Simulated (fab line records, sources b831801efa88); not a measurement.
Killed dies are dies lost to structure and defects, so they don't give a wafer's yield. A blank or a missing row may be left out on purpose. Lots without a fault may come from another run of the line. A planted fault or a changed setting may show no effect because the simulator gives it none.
Which tool did it? | flow gf180mcu | 12 lots, 36 wafers sampled, at 3 steps of a route of 602

WHAT THE GAUGES READ, wafer by wafer
GF_M3_OVL_MEAS_15.
lot  | measured     | on         | M3_OVL (nm)
L075 | day 21 17:50 | overlay-02 | 6 -18 1
L077 | day 22 11:17 | overlay-02 | -6 -7 -2
L079 | day 23 13:08 | overlay-02 | 7 9 1
L081 | day 24 10:05 | overlay-02 | -1 2 4
L083 | day 24 18:55 | overlay-02 | 6 -3 2
L085 | day 25 13:29 | overlay-02 | -4 0 -1
L087 | day 26 00:24 | overlay-02 | 6 9 -2
L089 | day 27 01:54 | overlay-02 | -5 -6 -3
L091 | day 27 06:56 | overlay-02 | 2 5 8
L093 | day 27 22:44 | overlay-02 | 11 8 11
L095 | day 28 07:50 | overlay-02 | 12 4 10
L097 | day 28 18:23 | overlay-01 | -3 -1 -8

WHICH TOOL RAN EACH LOT (tool, then ch and the chambers of the sampled wafers, then the start)
lot  | GF_V2_CMP_04                  | GF_M3_SPUTTER_03
L075 | cmp-02 ch 1,3, day 19 15:43   | pvd_sputter-01, day 20 17:33
L077 | cmp-01 ch 0,1,2, day 20 09:25 | pvd_sputter-01, day 21 11:20
L079 | cmp-02 ch 0,1, day 21 12:41   | pvd_sputter-02, day 22 14:16
L081 | cmp-01 ch 1,2,3, day 22 09:21 | pvd_sputter-01, day 23 11:25
L083 | cmp-01 ch 1,2,3, day 22 19:41 | pvd_sputter-03, day 23 20:15
L085 | cmp-01 ch 0,1,2, day 23 15:34 | pvd_sputter-01, day 24 15:31
L087 | cmp-01 ch 1,2,3, day 24 04:08 | pvd_sputter-02, day 25 03:50
L089 | cmp-01 ch 0,1,2, day 25 05:31 | pvd_sputter-01, day 26 05:24
L091 | cmp-01 ch 0,3, day 25 12:17   | pvd_sputter-02, day 26 11:14
L093 | cmp-02 ch 0,1,2, day 26 03:01 | pvd_sputter-02, day 27 01:56
L095 | cmp-02 ch 0,1,2, day 26 13:31 | pvd_sputter-03, day 27 12:04
L097 | cmp-01 ch 0,2,3, day 27 01:49 | pvd_sputter-02, day 27 23:35
- GF_V2_CMP_04: polishes SiO2.
- GF_M3_SPUTTER_03: material Ti, target thk 10 nm, time 6.7 s.

THE ANSWER, worked out from the rows above alone
Rule: what is usual is taken from the lots themselves. Put in order of their means at a reading, lots are off if they are a third of the lots or fewer, leave a main group of 4 or more, and stand apart from it by a gap of 3 or more times the standard deviation of the main group's means; of several such gaps the widest counts. A main group whose means are all the same, to the digits that the tables above print for the reading, isn't used. A lot without any number at a reading at which 4 lots or more have one is off too. The other lots that the step has rows for count as sound.
No lot is off at any reading shown: from this, nothing can be told.

WHAT THE SIMULATOR HAD PUT IN
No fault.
